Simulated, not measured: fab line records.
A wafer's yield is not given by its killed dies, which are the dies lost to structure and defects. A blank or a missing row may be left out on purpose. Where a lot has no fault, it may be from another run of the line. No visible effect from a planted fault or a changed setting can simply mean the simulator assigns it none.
Which tool did it? :: flow sky130 :: 38 wafers from 13 lots sampled at 5 of the route's 708 steps

== WHAT EACH GAUGE READ, for each wafer ==
SKY_VIA1_CD_MEAS_12 targets a cd of 150 nm. Usual: 150.3 nm for cd_nm, sd 1.7.
lot: L189
measured: day 34 12:49
on: cd_sem-02
cd_nm (nm): 149.4 147.5 149.2
flag: 

lot: L188
measured: day 34 17:02
on: cd_sem-02
cd_nm (nm): 151.0 150.7 150.9
flag: 

lot: L193
measured: day 35 16:08
on: cd_sem-02
cd_nm (nm): 149.8 149.1 149.7
flag: 

lot: L191
measured: day 35 16:58
on: cd_sem-02
cd_nm (nm): 152.2 149.8 151.2
flag: 

lot: L192
measured: day 35 18:41
on: cd_sem-01
cd_nm (nm): 151.6 151.5 153.9
flag: 

lot: L195
measured: day 36 23:50
on: cd_sem-01
cd_nm (nm): 147.1 149.3 149.7
flag: 

lot: L197
measured: day 37 15:03
on: cd_sem-01
cd_nm (nm): 150.1 148.8 146.5
flag: 

lot: L196
measured: day 37 18:04
on: cd_sem-01
cd_nm (nm): 150.7 148.2 150.1
flag: 

lot: L199
measured: day 37 21:24
on: cd_sem-02
cd_nm (nm): 151.2 150.2 150.3
flag: 

lot: L198
measured: day 38 01:55
on: cd_sem-01
cd_nm (nm): 150.4 150.9 152.3
flag: 

lot: L202
measured: day 38 19:55
on: cd_sem-02
cd_nm (nm): 152.4 151.7 151.8
flag: 

lot: L201
measured: day 38 22:39
on: cd_sem-02
cd_nm (nm): 148.2 148.8 147.4
flag: 

lot: L205
measured: day 39 11:28
on: cd_sem-01
cd_nm (nm): 153.0 151.2
flag: 

SKY_VIA1_OVL_MEAS_13. Usual: for VIA1_OVL the level is -1 nm and the standard deviation is 6.6.
lot: L189
measured: day 34 12:56
on: overlay-01
VIA1_OVL (nm): -5 1 6
flag: 

lot: L188
measured: day 34 17:09
on: overlay-01
VIA1_OVL (nm): -12 -8 -14
flag: 

lot: L193
measured: day 35 16:15
on: overlay-01
VIA1_OVL (nm): 5 -9 1
flag: 

lot: L191
measured: day 35 17:05
on: overlay-01
VIA1_OVL (nm): -9 -3 2
flag: 

lot: L192
measured: day 35 18:48
on: overlay-02
VIA1_OVL (nm): 8 -3 2
flag: 

lot: L195
measured: day 36 23:57
on: overlay-01
VIA1_OVL (nm): 0 4 3
flag: 

lot: L197
measured: day 37 15:10
on: overlay-01
VIA1_OVL (nm): 8 11 5
flag: 

lot: L196
measured: day 37 18:09
on: overlay-01
VIA1_OVL (nm): 9 5 11
flag: 

lot: L199
measured: day 37 21:31
on: overlay-02
VIA1_OVL (nm): -11 -14 -10
flag: 

lot: L198
measured: day 38 02:02
on: overlay-01
VIA1_OVL (nm): -5 0 2
flag: 

lot: L202
measured: day 38 20:00
on: overlay-02
VIA1_OVL (nm): -1 4 2
flag: 

lot: L201
measured: day 38 22:46
on: overlay-01
VIA1_OVL (nm): -11 -14 -13
flag: 

lot: L205
measured: day 39 11:35
on: overlay-02
VIA1_OVL (nm): 6 3
flag: 

SKY_METAL3_CD_MEAS_13 targets a cd of 300 nm. Usual: 300.0 nm for cd_nm, sd 1.2.
lot: L189
measured: day 39 02:52
on: cd_sem-02
cd_nm (nm): 299.4 300.7 300.0
flag: 

lot: L188
measured: day 39 07:04
on: cd_sem-01
cd_nm (nm): 298.7 299.0 298.4
flag: 

lot: L193
measured: day 40 05:02
on: cd_sem-02
cd_nm (nm): 301.9 301.5 300.5
flag: 

lot: L191
measured: day 40 05:50
on: cd_sem-02
cd_nm (nm): 300.6 299.2 300.0
flag: 

lot: L192
measured: day 40 07:02
on: cd_sem-02
cd_nm (nm): 302.1 301.7 301.6
flag: 

lot: L195
measured: day 41 09:08
on: cd_sem-01
cd_nm (nm): 299.4 300.1 299.8
flag: 

lot: L197
measured: day 41 22:44
on: cd_sem-01
cd_nm (nm): 300.3 302.1 300.4
flag: 

lot: L196
measured: day 42 01:57
on: cd_sem-02
cd_nm (nm): 300.5 299.9 300.2
flag: 

lot: L199
measured: day 42 04:14
on: cd_sem-01
cd_nm (nm): 299.2 301.1 300.6
flag: 

lot: L198
measured: day 42 09:52
on: cd_sem-02
cd_nm (nm): 301.0 300.0 300.0
flag: 

lot: L202
measured: day 43 03:22
on: cd_sem-01
cd_nm (nm): 300.5 300.2 300.3
flag: 

lot: L201
measured: day 43 04:18
on: cd_sem-02
cd_nm (nm): 298.8 299.7 299.3
flag: 

lot: L205
measured: day 43 16:41
on: cd_sem-02
cd_nm (nm): 234.5 299.0
flag: OFF

== WHAT TOOL EACH LOT RAN ON (gives the tool, then ch and the chambers of the sampled wafers, and finally the start) ==
lot: L189
SKY_CONTACT_STRIP_19: plasma_asher-02 ch 0,1, day 32 02:55
SKY_METAL3_EXPOSE_10: krf_scanner-02 ch 0, day 38 14:12

lot: L188
SKY_CONTACT_STRIP_19: plasma_asher-02 ch 0, day 32 06:19
SKY_METAL3_EXPOSE_10: krf_scanner-01 ch 0, day 38 18:37

lot: L193
SKY_CONTACT_STRIP_19: plasma_asher-02 ch 0,1, day 33 07:16
SKY_METAL3_EXPOSE_10: krf_scanner-02 ch 0, day 39 16:09

lot: L191
SKY_CONTACT_STRIP_19: plasma_asher-02 ch 0,1, day 33 08:25
SKY_METAL3_EXPOSE_10: krf_scanner-02 ch 0, day 39 17:15

lot: L192
SKY_CONTACT_STRIP_19: plasma_asher-03 ch 0,1, day 33 09:32
SKY_METAL3_EXPOSE_10: krf_scanner-01 ch 0, day 39 18:11

lot: L195
SKY_CONTACT_STRIP_19: plasma_asher-01 ch 0, day 34 15:49
SKY_METAL3_EXPOSE_10: krf_scanner-02 ch 0, day 40 20:29

lot: L197
SKY_CONTACT_STRIP_19: plasma_asher-01 ch 0,1, day 35 07:40
SKY_METAL3_EXPOSE_10: krf_scanner-02 ch 0, day 41 11:32

lot: L196
SKY_CONTACT_STRIP_19: plasma_asher-01 ch 0,1, day 35 10:32
SKY_METAL3_EXPOSE_10: krf_scanner-02 ch 0, day 41 13:53

lot: L199
SKY_CONTACT_STRIP_19: plasma_asher-01 ch 1, day 35 14:17
SKY_METAL3_EXPOSE_10: krf_scanner-01 ch 0, day 41 16:55

lot: L198
SKY_CONTACT_STRIP_19: plasma_asher-02 ch 0,1, day 35 18:13
SKY_METAL3_EXPOSE_10: krf_scanner-02 ch 0, day 41 21:22

lot: L202
SKY_CONTACT_STRIP_19: plasma_asher-01 ch 0,1, day 36 12:56
SKY_METAL3_EXPOSE_10: krf_scanner-01 ch 0, day 42 15:16

lot: L201
SKY_CONTACT_STRIP_19: plasma_asher-02 ch 0,1, day 36 16:17
SKY_METAL3_EXPOSE_10: krf_scanner-02 ch 0, day 42 16:27

lot: L205
SKY_CONTACT_STRIP_19: plasma_asher-02 ch 0,1, day 37 05:00
SKY_METAL3_EXPOSE_10: krf_scanner-01 ch 0, day 43 06:34
- SKY_CONTACT_STRIP_19: strips in O2/N2.
- SKY_METAL3_EXPOSE_10: exposes mask MM3, target cd 300 nm.

== AS READ BY THE TOOLS THEMSELVES (means over the sampled wafers that have a number; for cases with no such wafer, the mark the record gives instead) ==
SKY_CONTACT_STRIP_19. Usual: chamber_pressure_mTorr 1499.9 mTorr, standard deviation 1.2; drypump_motor_current_A 5.65 A, standard deviation 0.23; n2_flow_sccm 299.9 sccm, standard deviation 0.91; oes_product_au 0.380 a.u., standard deviation 0.0045; strip_time_to_endpoint_s 3.61 s, standard deviation 0.047.
lot: L189
tool: plasma_asher-02
chamber_pressure_mTorr (mTorr): 1500.1
drypump_motor_current_A (A): 5.44
n2_flow_sccm (sccm): 299.3
oes_product_au (a.u.): 0.375
strip_time_to_endpoint_s (s): 3.56
flag: 

lot: L188
tool: plasma_asher-02
chamber_pressure_mTorr (mTorr): 1500.3
drypump_motor_current_A (A): 5.35
n2_flow_sccm (sccm): 299.2
oes_product_au (a.u.): 0.378
strip_time_to_endpoint_s (s): 3.60
flag: 

lot: L193
tool: plasma_asher-02
chamber_pressure_mTorr (mTorr): 1500.6
drypump_motor_current_A (A): 5.39
n2_flow_sccm (sccm): 299.9
oes_product_au (a.u.): 0.383
strip_time_to_endpoint_s (s): 3.58
flag: 

lot: L191
tool: plasma_asher-02
chamber_pressure_mTorr (mTorr): 1499.8
drypump_motor_current_A (A): 5.43
n2_flow_sccm (sccm): 300.3
oes_product_au (a.u.): 0.377
strip_time_to_endpoint_s (s): 3.56
flag: 

lot: L192
tool: plasma_asher-03
chamber_pressure_mTorr (mTorr): 1499.1
drypump_motor_current_A (A): 5.77
n2_flow_sccm (sccm): 299.4
oes_product_au (a.u.): 0.380
strip_time_to_endpoint_s (s): 3.58
flag: 

lot: L195
tool: plasma_asher-01
chamber_pressure_mTorr (mTorr): 1499.3
drypump_motor_current_A (A): 5.73
n2_flow_sccm (sccm): 300.5
oes_product_au (a.u.): 0.382
strip_time_to_endpoint_s (s): 3.66
flag: 

lot: L197
tool: plasma_asher-01
chamber_pressure_mTorr (mTorr): 1500.2
drypump_motor_current_A (A): 5.83
n2_flow_sccm (sccm): 299.6
oes_product_au (a.u.): 0.381
strip_time_to_endpoint_s (s): 3.56
flag: 

lot: L196
tool: plasma_asher-01
chamber_pressure_mTorr (mTorr): 1500.5
drypump_motor_current_A (A): 5.79
n2_flow_sccm (sccm): 299.3
oes_product_au (a.u.): 0.381
strip_time_to_endpoint_s (s): 3.59
flag: 

lot: L199
tool: plasma_asher-01
chamber_pressure_mTorr (mTorr): 1500.2
drypump_motor_current_A (A): 5.90
n2_flow_sccm (sccm): 300.9
oes_product_au (a.u.): 0.381
strip_time_to_endpoint_s (s): 3.63
flag: 

lot: L198
tool: plasma_asher-02
chamber_pressure_mTorr (mTorr): 1499.4
drypump_motor_current_A (A): 5.43
n2_flow_sccm (sccm): 300.7
oes_product_au (a.u.): 0.382
strip_time_to_endpoint_s (s): 3.62
flag: 

lot: L202
tool: plasma_asher-01
chamber_pressure_mTorr (mTorr): 1501.2
drypump_motor_current_A (A): 5.83
n2_flow_sccm (sccm): 299.9
oes_product_au (a.u.): 0.377
strip_time_to_endpoint_s (s): 3.59
flag: 

lot: L201
tool: plasma_asher-02
chamber_pressure_mTorr (mTorr): 1500.1
drypump_motor_current_A (A): 5.40
n2_flow_sccm (sccm): 300.0
oes_product_au (a.u.): 0.385
strip_time_to_endpoint_s (s): 3.66
flag: 

lot: L205
tool: plasma_asher-02
chamber_pressure_mTorr (mTorr): 1500.2
drypump_motor_current_A (A): 5.42
n2_flow_sccm (sccm): 300.5
oes_product_au (a.u.): 0.374
strip_time_to_endpoint_s (s): 3.62
flag: 

== THE ANSWER, worked out from the rows above alone ==
Rule: take the mean of a lot's wafers that have a number; if it is more than 3 standard deviations from the usual mean, the lot is off. A lot without any number at a reading at which 4 lots or more have one is off too. Any other lot the step has rows for is counted as sound. First the gauges in route order, then the tools' own readings, where a lot's mean is used as printed above. The first step at which some lot is off is used, and at that step the reading that is off furthest; a lot without a number counts as furthest.
Off: L205, at SKY_METAL3_CD_MEAS_13 (cd_nm).
A tool fits if, at a process step before that reading, it ran every lot that is off, and no sound lot after the first of them. Those tools and the gauges at SKY_METAL3_CD_MEAS_13 are tried in the same way. Can't be told from this: 3 tools fit, plasma_asher-02 at SKY_CONTACT_STRIP_19, krf_scanner-01 at SKY_METAL3_EXPOSE_10, cd_sem-02 at SKY_METAL3_CD_MEAS_13.

== WHAT WAS PUT IN BY THE SIMULATOR ==
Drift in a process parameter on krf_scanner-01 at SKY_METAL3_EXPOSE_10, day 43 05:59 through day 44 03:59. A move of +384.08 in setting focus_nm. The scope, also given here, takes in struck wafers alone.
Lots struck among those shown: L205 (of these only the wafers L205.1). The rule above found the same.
